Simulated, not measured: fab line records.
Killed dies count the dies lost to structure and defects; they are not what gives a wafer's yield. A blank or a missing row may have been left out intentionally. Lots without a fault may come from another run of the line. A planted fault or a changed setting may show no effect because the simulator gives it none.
Commonality check across tools | flow gf180mcu | Sample size 12 lots and 36 wafers

THE REASON FOR OPENING IT
GF_PSD_RS_MEAS_14, reading NSD_RS: flagged on 3 of 12 lots. Wafers without a fault read 46.15 ohm/sq, standard deviation 0.097.
Rule: flag the lot when none of its wafers has a number, or when each of its wafers that has one lies beyond 4 standard deviations from that mean. The rest of the lots are taken to be sound.

lot  | measured     | on            | NSD_RS (ohm/sq), wafer by wafer | flag
L656 | day 14 04:17 | film_metro-01 | 46.19 46.26 46.32               |
L659 | day 15 06:50 | film_metro-04 | 46.15 46.13 46.25               |
L661 | day 15 19:31 | film_metro-02 | 46.17 46.19 46.08               |
L663 | day 16 17:23 | film_metro-01 | 46.04 46.12 46.17               |
L664 | day 17 01:49 | film_metro-04 | 46.27 46.18 46.24               |
L665 | day 17 06:31 | film_metro-02 | 46.04 45.91 45.93               |
L667 | day 18 02:49 | film_metro-02 | 46.06 46.03 45.98               |
L668 | day 18 13:39 | film_metro-04 | 46.21 46.20 46.20               |
L670 | day 19 11:34 | film_metro-04 | 46.25 46.11 46.20               |
L671 | day 19 18:31 | film_metro-04 | 42.45 42.61 42.66               | FLAGGED
L672 | day 20 06:01 | film_metro-01 | 42.80 42.70 42.74               | FLAGGED
L673 | day 20 08:40 | film_metro-02 | 42.67 42.48 42.61               | FLAGGED
Average over the flagged lots: 42.64 ohm/sq; offset from the usual -3.51 ohm/sq, equal to -36 standard deviations.

LOT BY LOT: THE TOOL USED
The record keeps 1 process step preceding the reading, out of 602 steps on the route. In each cell: the tool, then ch and the chambers that the sampled wafers went through, then the start.
lot  | flag    | GF_PSD_RTA_13
L656 |         | rtp_anneal-02 ch 0, day 14 04:11
L659 |         | rtp_anneal-02 ch 0, day 15 06:45
L661 |         | rtp_anneal-01 ch 0, day 15 19:26
L663 |         | rtp_anneal-01 ch 0, day 16 17:18
L664 |         | rtp_anneal-02 ch 0, day 17 01:44
L665 |         | rtp_anneal-02 ch 0, day 17 06:26
L667 |         | rtp_anneal-02 ch 0, day 18 02:44
L668 |         | rtp_anneal-01 ch 0, day 18 13:34
L670 |         | rtp_anneal-01 ch 0, day 19 11:29
L671 | FLAGGED | rtp_anneal-01 ch 0, day 19 18:26
L672 | FLAGGED | rtp_anneal-01 ch 0, day 20 05:55
L673 | FLAGGED | rtp_anneal-01 ch 0, day 20 08:35
What is done by these steps:
- GF_PSD_RTA_13: time 20 s.
- GF_PSD_RS_MEAS_14: measures by four-point-probe.

FLAGGED OVER TOTAL, TOOL BY TOOL (the gauges that took the reading come last)
step              | tool          | lots run | flagged | share of the flagged lots | sound lots run after its first flagged lot
GF_PSD_RTA_13     | rtp_anneal-01 | 7        | 3       | all                       | 0
GF_PSD_RTA_13     | rtp_anneal-02 | 5        | 0       | none                      | -
GF_PSD_RS_MEAS_14 | film_metro-01 | 3        | 1       | some                      | 0
GF_PSD_RS_MEAS_14 | film_metro-02 | 4        | 1       | some                      | 0
GF_PSD_RS_MEAS_14 | film_metro-04 | 5        | 1       | some                      | 0

WHAT IS ALLOWED BY THE TABLE
All flagged lots share 1 row of the table, namely rtp_anneal-01 at GF_PSD_RTA_13.
- rtp_anneal-01 at GF_PSD_RTA_13 ran 7 lots, 3 of them flagged. A fault beginning between L670 (day 19 11:29), its last sound lot, and L671 (day 19 18:26), its first flagged one, fits the data.
What remains is a single tool, rtp_anneal-01 at GF_PSD_RTA_13.

WHAT WAS PUT IN BY THE SIMULATOR
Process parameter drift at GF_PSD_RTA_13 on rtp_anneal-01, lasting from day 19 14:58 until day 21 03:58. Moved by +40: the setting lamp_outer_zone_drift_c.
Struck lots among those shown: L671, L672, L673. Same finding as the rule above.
